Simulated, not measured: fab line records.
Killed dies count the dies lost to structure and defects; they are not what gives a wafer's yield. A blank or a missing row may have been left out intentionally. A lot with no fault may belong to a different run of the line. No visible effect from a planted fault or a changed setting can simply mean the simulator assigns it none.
Which of the tools did it? -- flow sky130 -- Sampling: 12 lots, 36 wafers, 2 of 708 route steps

WHAT THE GAUGES SHOWED, per wafer
SKY_VT_ADJUST_NCORE_TW_MEAS_11. Usual: for VT_ADJUST_NCORE_TW the level is 219.1 and the standard deviation is 3.
lot,measured,on,VT_ADJUST_NCORE_TW,flag
L450,day 8 16:56,film-metro-02,216.6 216.0 215.6,
L452,day 9 04:41,film-metro-02,216.7 216.0 218.1,
L451,day 9 07:05,film-metro-01,224.2 222.9 223.8,
L453,day 9 09:32,film-metro-01,224.1 223.9 223.8,
L454,day 9 15:58,film-metro-01,224.1 224.0 223.3,
L456,day 10 19:59,film-metro-03,217.9 218.3 217.8,
L459,day 11 09:34,film-metro-01,222.4 223.4 224.0,
L461,day 11 21:12,film-metro-01,223.2 222.5 222.9,
L466,day 13 04:25,film-metro-02,215.7 216.4 216.1,
L471,day 14 15:40,film-metro-03,218.2 216.7 217.9,
L472,day 15 05:07,film-metro-02,216.2 215.5 217.0,
L473,day 15 10:38,film-metro-02,215.8 216.1 216.2,

TOOL THAT RAN EACH LOT (tool first, then ch and the chambers of the sampled wafers, then the start)
lot,SKY_NWELL_RTA_28
L450,"rtp-anneal-01 ch 0, day 5 10:24"
L452,"rtp-anneal-01 ch 0, day 5 21:04"
L451,"rtp-anneal-02 ch 0, day 5 22:31"
L453,"rtp-anneal-02 ch 0, day 6 01:10"
L454,"rtp-anneal-01 ch 0, day 6 06:59"
L456,"rtp-anneal-02 ch 0, day 7 07:12"
L459,"rtp-anneal-01 ch 0, day 7 19:09"
L461,"rtp-anneal-01 ch 0, day 8 04:14"
L466,"rtp-anneal-02 ch 0, day 9 07:19"
L471,"rtp-anneal-01 ch 0, day 10 13:04"
L472,"rtp-anneal-01 ch 0, day 10 22:27"
L473,"rtp-anneal-02 ch 0, day 11 04:10"
- SKY_NWELL_RTA_28: time 30 s.

AS READ BY THE TOOLS THEMSELVES (means over the sampled wafers that have a number; for cases with no such wafer, the mark the record gives instead)
SKY_NWELL_RTA_28. Usual: lamp-power-pct 25.31 %, standard deviation 0.048; ramp-down-c-per-s 90.000, standard deviation 0.018; wafer_temp_C_max 1054.9, standard deviation 0.95.
lot,tool,lamp-power-pct (%),ramp-down-c-per-s,wafer_temp_C_max,flag
L450,rtp-anneal-01,25.31,89.992,1055.3,
L452,rtp-anneal-01,25.27,90.006,1056.3,
L451,rtp-anneal-02,25.30,90.006,1055.4,
L453,rtp-anneal-02,25.32,89.992,1054.3,
L454,rtp-anneal-01,25.26,90.008,1054.8,
L456,rtp-anneal-02,25.28,90.008,1055.1,
L459,rtp-anneal-01,25.34,89.988,1055.5,
L461,rtp-anneal-01,25.35,89.992,1054.7,
L466,rtp-anneal-02,25.28,89.999,1055.0,
L471,rtp-anneal-01,25.30,89.991,1054.0,
L472,rtp-anneal-01,25.26,89.994,1054.8,
L473,rtp-anneal-02,25.32,90.000,1056.3,

THE ANSWER, worked out from the rows above alone
Rule: a lot is off if the mean of its wafers that have a number lies more than 3 standard deviations from the usual mean. Also off: a lot with no number at a reading for which 4 or more lots have one. Where the step has rows for the other lots, those lots are counted as sound. Order of review: gauges by route order, followed by the tools' own readings, for which a lot's mean as printed above is used. The first step at which some lot is off is used, and at that step the reading that is off furthest; a lot without a number counts as furthest.
No lot is off at any reading shown: from this, nothing can be told.

WHAT THE SIMULATOR HAD INSERTED
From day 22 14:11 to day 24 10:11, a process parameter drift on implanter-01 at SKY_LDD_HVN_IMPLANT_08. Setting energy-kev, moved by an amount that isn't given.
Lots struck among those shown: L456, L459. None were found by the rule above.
